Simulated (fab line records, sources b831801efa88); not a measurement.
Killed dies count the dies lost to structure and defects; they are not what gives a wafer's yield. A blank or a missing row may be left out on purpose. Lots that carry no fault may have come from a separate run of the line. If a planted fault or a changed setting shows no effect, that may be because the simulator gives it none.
Problem report, 8D (eight disciplines) form, completed by code -- flow sky130 -- the parts of the form that need people (team, actions taken, sign-off) are left out

## 1. PROBLEM STATEMENT
killed_at_M4_up at SKY_PAD_OPEN_PROBE_99 reads a mean of 58.4 on 5 wafers of 2 lots; wafers without a fault read 3.2 with a standard deviation of 1.7. Relative to the usual mean, that is a shift of +32 standard deviations.
Seen first at day 48 07:44 on prober-02, wafer L734.2. The record has a number at this step for 14 wafers belonging to 5 lots. By rule, "out" or "out of limits" means more than 4 standard deviations away from the usual mean. Any other wafer with a number is counted as sound.

## 2. WHAT IT IS, AND WHAT IT ISN'T
question,is,is not
which readings at this step,"killed_at_M4_up, defectLimitedYield, killedDies, sort_bin_3_pad_short, sortNPass, sortYieldPct","killed_at_M0_to_M3, killedAtFrontEnd, killedAtOther, killedOpen, killedShort, sort_bin_6_memory"
which lots,"L734, L735","L728, L729, L731"
which wafers of those lots,all that have a number,-
read on which tools,"prober-01, prober-02",-
when,from day 48 07:44,up to then (9 sound wafers)

## 3. SUSPECTS, AND WHAT RULES EACH OUT
Counting: any tool at a process step up to the reading is kept as a suspect provided that every lot that is out went through it and no sound lot did after the first of them.
- pvdSputter-01 at SKY_VIA4_SPUTTER_17 (material TiN, target thk 20 nm, time 80 s): kept. Every lot that is out went through it, starting with L734 (day 45 15:59), and after that it ran no sound lot; the last sound lot it ran before then is L731 (day 44 12:31).
After counting, what remains is pvdSputter-01 at SKY_VIA4_SPUTTER_17.

## 4. THE CAUSE (what the simulator had put in)
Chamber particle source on pvdSputter-01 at SKY_VIA4_SPUTTER_17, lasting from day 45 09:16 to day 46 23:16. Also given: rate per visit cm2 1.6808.
Counting left only this tool.

## 5. THE CHAIN OF EFFECTS, in route order
Each row: a reading where the mean over the struck wafers with a number is more than 3 standard deviations away from the usual. Only readings whose record carries a usual standard deviation are examined. hours: median over the lots of the time between each lot's start at the first step of this table that gives one and its start at this step. sigmas: the change, counted in usual standard deviations.
hours,step,reading,usual,on struck wafers,change,sigmas
0,SKY_PAD_OPEN_PROBE_99,defectLimitedYield,82.5 %,71.9,-10.6,-5.0
0,SKY_PAD_OPEN_PROBE_99,killed_at_M4_up,3.2,58.4,+55.2,+32
0,SKY_PAD_OPEN_PROBE_99,killedDies,86,138,+52,+5.2
0,SKY_PAD_OPEN_PROBE_99,sort_bin_3_pad_short,0.9 %,4.2,+3.3,+7.8
0,SKY_PAD_OPEN_PROBE_99,sort_bin_5_function,10.5 %,16.9,+6.4,+4.0
0,SKY_PAD_OPEN_PROBE_99,sortNPass,406,354,-52,-5.2
0,SKY_PAD_OPEN_PROBE_99,sortYieldPct,82.5 %,71.9,-10.6,-5.0
Process steps it contains:
- SKY_PAD_OPEN_PROBE_99

## 6. HOW IT WOULD HAVE BEEN CAUGHT EARLIER
First out-of-limits reading in this record: day 48 07:44, which is 70 hours after fault onset at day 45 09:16.
Tool readings at SKY_VIA4_SPUTTER_17 with a usual standard deviation given in the record: none out on any struck wafer, hence no alarm at a limit of 4 standard deviations on them.
Lots out: 2; all had begun SKY_VIA4_SPUTTER_17 on pvdSputter-01 by day 48 07:44. Tool hold at that time: it would have spared none of them.
